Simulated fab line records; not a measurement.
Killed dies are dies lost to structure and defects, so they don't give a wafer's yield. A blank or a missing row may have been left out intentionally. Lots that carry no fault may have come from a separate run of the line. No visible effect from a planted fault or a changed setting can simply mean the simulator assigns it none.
Which of the tools did it? | flow gf180mcu | 40 wafers from 14 lots sampled at 2 of the route's 602 steps

## WHAT EACH GAUGE READ, for each wafer
GF_M2_OVL_MEAS_15. Usual: M2_OVL typically reads -3 nm, with standard deviation 4.9.
lot  | measured     | on         | M2_OVL (nm) | flag
L270 | day 19 10:12 | overlay-01 | -8 -4 -6    |
L271 | day 19 16:00 | overlay-01 | -1 -2 0     |
L272 | day 20 04:36 | overlay-01 | -1 -1 1     |
L273 | day 20 09:16 | overlay-02 | -15 -10 -12 |
L274 | day 20 23:24 | overlay-02 | -10 -9 -3   |
L276 | day 21 15:03 | overlay-01 | -2 -6 2     |
L277 | day 21 20:46 | overlay-01 | -1 1 -1     |
L278 | day 22 04:26 | overlay-01 | -2 7 6      |
L279 | day 22 23:22 | overlay-02 | -7 3 -1     |
L280 | day 23 10:30 | overlay-01 | -8 -5 -4    |
L286 | day 25 13:05 | overlay-02 | -1 -1       |
L291 | day 26 16:44 | overlay-02 | 0 5         |
L292 | day 26 22:34 | overlay-02 | 4 1 5       |
L293 | day 27 10:50 | overlay-02 | 4 -1 2      |

GF_V2_THK_MEAS_01. Usual: V2_CVD_00_THK typically reads 595 nm, with standard deviation 6.6.
lot  | measured     | on            | V2_CVD_00_THK (nm) | flag
L270 | day 19 10:59 | film_metro-01 | 601 598 592        |
L271 | day 19 16:46 | film_metro-02 | 597 605 599        |
L272 | day 20 05:25 | film_metro-04 | 585 598 597        |
L273 | day 20 10:02 | film_metro-01 | 601 598 588        |
L274 | day 21 00:10 | film_metro-02 | 594 608 599        |
L276 | day 21 15:50 | film_metro-04 | 603 609 598        |
L277 | day 21 21:32 | film_metro-04 | 600 593 603        |
L278 | day 22 05:13 | film_metro-02 | 590 596 597        |
L279 | day 23 00:19 | film_metro-01 | 600 610 601        |
L280 | day 23 11:18 | film_metro-01 | 595 588 591        |
L286 | day 25 13:52 | film_metro-02 | 606 593            |
L291 | day 26 17:52 | film_metro-04 | 599 595            |
L292 | day 26 23:25 | film_metro-01 | 599 603 594        |
L293 | day 27 11:39 | film_metro-01 | 587 586 585        |

## TOOL THAT RAN EACH LOT (tool first, then ch and the chambers of the sampled wafers, then the start)
The record holds no process step before these readings.

## AS READ BY THE TOOLS THEMSELVES (means over the sampled wafers that have a number; for cases with no such wafer, the mark the record gives instead)
The record holds no such reading with a usual standard deviation.

## THE ANSWER, worked out from the rows above alone
Rule: lot off if the mean of its wafers having a number is beyond 3 standard deviations from the usual mean. A lot without any number at a reading at which 4 lots or more have one is off too. Any other lot the step has rows for is counted as sound. Order of review: gauges by route order, followed by the tools' own readings, for which a lot's mean as printed above is used. The first step at which some lot is off is used, and at that step the reading that is off furthest; a lot without a number counts as furthest.
Nothing can be told from this: no lot is off at any reading shown.

## WHAT THE SIMULATOR PUT IN
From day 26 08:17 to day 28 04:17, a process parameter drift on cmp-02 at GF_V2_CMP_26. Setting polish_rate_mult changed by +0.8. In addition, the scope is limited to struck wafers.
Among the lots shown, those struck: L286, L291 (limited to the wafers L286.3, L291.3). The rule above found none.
